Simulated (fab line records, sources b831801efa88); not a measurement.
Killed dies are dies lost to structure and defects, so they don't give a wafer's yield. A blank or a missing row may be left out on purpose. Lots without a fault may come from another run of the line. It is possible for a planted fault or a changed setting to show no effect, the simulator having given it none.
Which tool is to blame? | flow gf180mcu | 36 wafers from 12 lots sampled at 7 of the route's 602 steps

== WHAT EACH GAUGE READ, for each wafer ==
GF_CONTACT_RS_MEAS_25: uses a four-point probe to measure.
lot  | measured     | on            | CONTACT_W_RS (ohm/sq)
L417 | day 17 01:03 | film_metro-01 | 0.377 0.376 0.382
L420 | day 18 09:41 | film_metro-04 | 0.378 0.376 0.378
L421 | day 18 19:28 | film_metro-01 | 0.386 0.382 0.384
L425 | day 20 09:33 | film_metro-01 | 0.573 0.563 0.564
L427 | day 20 19:35 | film_metro-04 | 0.566 0.562 0.567
L429 | day 21 09:59 | film_metro-02 | 0.378 0.379 0.374
L430 | day 22 11:17 | film_metro-02 | 0.383 0.383 0.384
L432 | day 22 22:46 | film_metro-01 | 0.378 0.380 0.378
L434 | day 23 06:16 | film_metro-02 | 0.382 0.383 0.379
L435 | day 23 15:32 | film_metro-01 | 0.375 0.378 0.377
L436 | day 23 20:41 | film_metro-02 | 0.379 0.379 0.376
L437 | day 23 22:50 | film_metro-01 | 0.379 0.380 0.379

GF_CONTACT_THK_MEAS_26: measures by xrf.
lot  | measured     | on            | CONTACT_W_THK (nm)
L417 | day 17 01:10 | film_metro-01 | 304 303 300
L420 | day 18 09:47 | film_metro-04 | 305 304 305
L421 | day 18 19:35 | film_metro-01 | 297 301 299
L425 | day 20 09:40 | film_metro-01 | 200 204 203
L427 | day 20 19:43 | film_metro-04 | 207 208 205
L429 | day 21 10:05 | film_metro-02 | 310 308 313
L430 | day 22 11:24 | film_metro-02 | 311 309 309
L432 | day 22 22:52 | film_metro-01 | 303 299 301
L434 | day 23 06:22 | film_metro-02 | 308 306 309
L435 | day 23 15:40 | film_metro-01 | 306 304 306
L436 | day 23 20:48 | film_metro-02 | 310 308 314
L437 | day 23 22:58 | film_metro-01 | 302 304 303

GF_M1_RS_MEAS_05: uses a four-point probe to measure.
lot  | measured     | on            | M1_ALCU_RS (ohm/sq)
L417 | day 17 01:45 | film_metro-01 | 0.0691 0.0688 0.0690
L420 | day 18 10:23 | film_metro-02 | 0.0691 0.0700 0.0695
L421 | day 18 20:10 | film_metro-03 | 0.0688 0.0697 0.0682
L425 | day 20 10:15 | film_metro-01 | 0.0689 0.0684 0.0696
L427 | day 20 20:17 | film_metro-02 | 0.0699 0.0705 0.0697
L429 | day 21 10:41 | film_metro-02 | 0.0691 0.0700 0.0695
L430 | day 22 12:08 | film_metro-03 | 0.0684 0.0695 0.0687
L432 | day 22 23:28 | film_metro-03 | 0.0704 0.0707 0.0706
L434 | day 23 06:58 | film_metro-01 | 0.0698 0.0699 0.0687
L435 | day 23 16:14 | film_metro-03 | 0.0697 0.0687 0.0699
L436 | day 23 21:23 | film_metro-03 | 0.0707 0.0702 0.0712
L437 | day 23 23:35 | film_metro-01 | 0.0701 0.0703 0.0693

== TOOL THAT RAN EACH LOT (tool first, then ch and the chambers of the sampled wafers, then the start) ==
lot  | GF_CONTACT_CMP_04             | GF_CONTACT_CVD_24             | GF_CONTACT_CMP_27             | GF_M1_SPUTTER_03
L417 | cmp-02 ch 0,1,3, day 16 01:22 | cvd_w-01 ch 0,1, day 17 00:57 | cmp-02 ch 0,1,2, day 17 01:17 | pvd_sputter-02, day 17 01:41
L420 | cmp-02 ch 1,2,3, day 17 09:27 | cvd_w-02 ch 0,1, day 18 09:34 | cmp-01 ch 0,1, day 18 09:52   | pvd_sputter-03, day 18 10:17
L421 | cmp-01 ch 1,3, day 17 18:42   | cvd_w-01 ch 0,1, day 18 19:21 | cmp-02 ch 0,1,2, day 18 19:41 | pvd_sputter-04, day 18 20:05
L425 | cmp-01 ch 1,2,3, day 19 08:26 | cvd_w-02 ch 0,1, day 20 09:27 | cmp-01 ch 0,1,3, day 20 09:47 | pvd_sputter-03, day 20 10:11
L427 | cmp-02 ch 1,2,3, day 19 18:14 | cvd_w-02 ch 0,1, day 20 19:29 | cmp-02 ch 2,3, day 20 19:49   | pvd_sputter-02, day 20 20:14
L429 | cmp-01 ch 1,2,3, day 20 08:45 | cvd_w-01 ch 0,1, day 21 09:53 | cmp-02 ch 0,1,3, day 21 10:16 | pvd_sputter-03, day 21 10:35
L430 | cmp-02 ch 0,2, day 21 10:57   | cvd_w-01 ch 0,1, day 22 11:11 | cmp-01 ch 0,2, day 22 11:37   | pvd_sputter-02, day 22 12:04
L432 | cmp-01 ch 0,1,2, day 21 22:22 | cvd_w-01 ch 0,1, day 22 22:38 | cmp-02 ch 0,2,3, day 22 22:58 | pvd_sputter-04, day 22 23:23
L434 | cmp-01 ch 1,2,3, day 22 06:20 | cvd_w-01 ch 0,1, day 23 06:08 | cmp-01 ch 0,2,3, day 23 06:34 | pvd_sputter-02, day 23 06:53
L435 | cmp-01 ch 0,1,3, day 22 15:27 | cvd_w-01 ch 0,1, day 23 15:26 | cmp-02 ch 0,2,3, day 23 15:43 | pvd_sputter-02, day 23 16:11
L436 | cmp-01 ch 0,2,3, day 22 20:50 | cvd_w-02 ch 0,1, day 23 20:35 | cmp-02 ch 0,1,3, day 23 20:52 | pvd_sputter-03, day 23 21:20
L437 | cmp-02 ch 0,1, day 22 23:38   | cvd_w-02 ch 0, day 23 22:44   | cmp-02 ch 1,2,3, day 23 23:07 | pvd_sputter-03, day 23 23:31
- GF_CONTACT_CMP_04: polishes SiO2.
- GF_CONTACT_CVD_24: deposits W, target thk 300 nm, time 90.339 s.
- GF_CONTACT_CMP_27: polishes, stops on SiO2, t overpolish 15 s, target thk 0 nm.
- GF_M1_SPUTTER_03: material Ti, target thk 10 nm, time 6.7 s.

== AS READ BY THE TOOLS THEMSELVES (means over the sampled wafers that have a number; for cases with no such wafer, the mark the record gives instead) ==
GF_CONTACT_CMP_04.
lot  | tool   | head_pressure_psi (psi) | motor_current_A (A) | time_to_endpoint_s (s)
L417 | cmp-02 | 4.003                   | 11.9                | 114
L420 | cmp-02 | 4.002                   | 12.4                | 116
L421 | cmp-01 | 3.992                   | 12.5                | 112
L425 | cmp-01 | 4.007                   | 11.6                | 116
L427 | cmp-02 | 4.006                   | 12.2                | 119
L429 | cmp-01 | 3.998                   | 11.6                | 108
L430 | cmp-02 | 3.996                   | 14.3                | 102
L432 | cmp-01 | 3.995                   | 11.8                | 112
L434 | cmp-01 | 3.994                   | 11.6                | 108
L435 | cmp-01 | 4.005                   | 12.6                | 111
L436 | cmp-01 | 3.993                   | 12.3                | 111
L437 | cmp-02 | 3.996                   | 12.4                | 104

GF_CONTACT_CVD_24.
lot  | tool     | heater_power_w (W)
L417 | cvd_w-01 | 760
L420 | cvd_w-02 | 770
L421 | cvd_w-01 | 762
L425 | cvd_w-02 | 782
L427 | cvd_w-02 | 771
L429 | cvd_w-01 | 762
L430 | cvd_w-01 | 762
L432 | cvd_w-01 | 790
L434 | cvd_w-01 | 765
L435 | cvd_w-01 | 765
L436 | cvd_w-02 | 779
L437 | cvd_w-02 | 800

GF_CONTACT_CMP_27.
lot  | tool   | head_pressure_psi (psi) | motor_current_A (A) | time_to_endpoint_s (s)
L417 | cmp-02 | 3.503                   | 12.0                | 71
L420 | cmp-01 | 3.505                   | 11.4                | 73
L421 | cmp-02 | 3.505                   | 11.9                | 74
L425 | cmp-01 | 3.504                   | 11.5                | 45
L427 | cmp-02 | 3.497                   | 12.4                | 47
L429 | cmp-02 | 3.502                   | 10.5                | 73
L430 | cmp-01 | 3.500                   | 12.1                | 73
L432 | cmp-02 | 3.508                   | 11.7                | 68
L434 | cmp-01 | 3.499                   | 11.3                | 79
L435 | cmp-02 | 3.498                   | 11.9                | 69
L436 | cmp-02 | 3.500                   | 11.1                | 72
L437 | cmp-02 | 3.505                   | 11.3                | 74

GF_M1_SPUTTER_03.
lot  | tool           | throttle_valve_pct (%)
L417 | pvd_sputter-02 | 29.0
L420 | pvd_sputter-03 | 30.6
L421 | pvd_sputter-04 | 30.5
L425 | pvd_sputter-03 | 30.2
L427 | pvd_sputter-02 | 30.3
L429 | pvd_sputter-03 | 30.2
L430 | pvd_sputter-02 | 30.4
L432 | pvd_sputter-04 | 30.8
L434 | pvd_sputter-02 | 29.7
L435 | pvd_sputter-02 | 29.6
L436 | pvd_sputter-03 | 30.2
L437 | pvd_sputter-03 | 30.2

== THE ANSWER, worked out from the rows above alone ==
Rule: the usual values come from the lots themselves. The widest of any qualifying gaps counts: lots, ordered by their means at a reading, are off when they make up no more than a third of the lots, leave a main group of 4 or more, and stand apart from it by 3 or more times the standard deviation of that group's means. A main group whose means are all the same, to the digits that the tables above print for the reading, isn't used. A lot without any number at a reading at which 4 lots or more have one is off too. The other lots that the step has rows for count as sound. Order of review: gauges by route order, followed by the tools' own readings, for which a lot's mean as printed above is used. The first step at which some lot is off is used, and at that step the reading that is off furthest; a lot without a number counts as furthest.
Off: L425, L427, seen at GF_CONTACT_RS_MEAS_25 (CONTACT_W_RS). For the main group the mean is 0.379 ohm/sq and the standard deviation 0.0025.
A tool fits if, at a process step before that reading, it ran every lot that is off, and no sound lot after the first of them. The gauges at GF_CONTACT_RS_MEAS_25 aren't tried: what is off there is off at GF_CONTACT_CMP_27 too, on other tools, and a gauge's error can't cause that. No candidate that was tried fits.

== WHAT HAD BEEN PUT IN BY THE SIMULATOR ==
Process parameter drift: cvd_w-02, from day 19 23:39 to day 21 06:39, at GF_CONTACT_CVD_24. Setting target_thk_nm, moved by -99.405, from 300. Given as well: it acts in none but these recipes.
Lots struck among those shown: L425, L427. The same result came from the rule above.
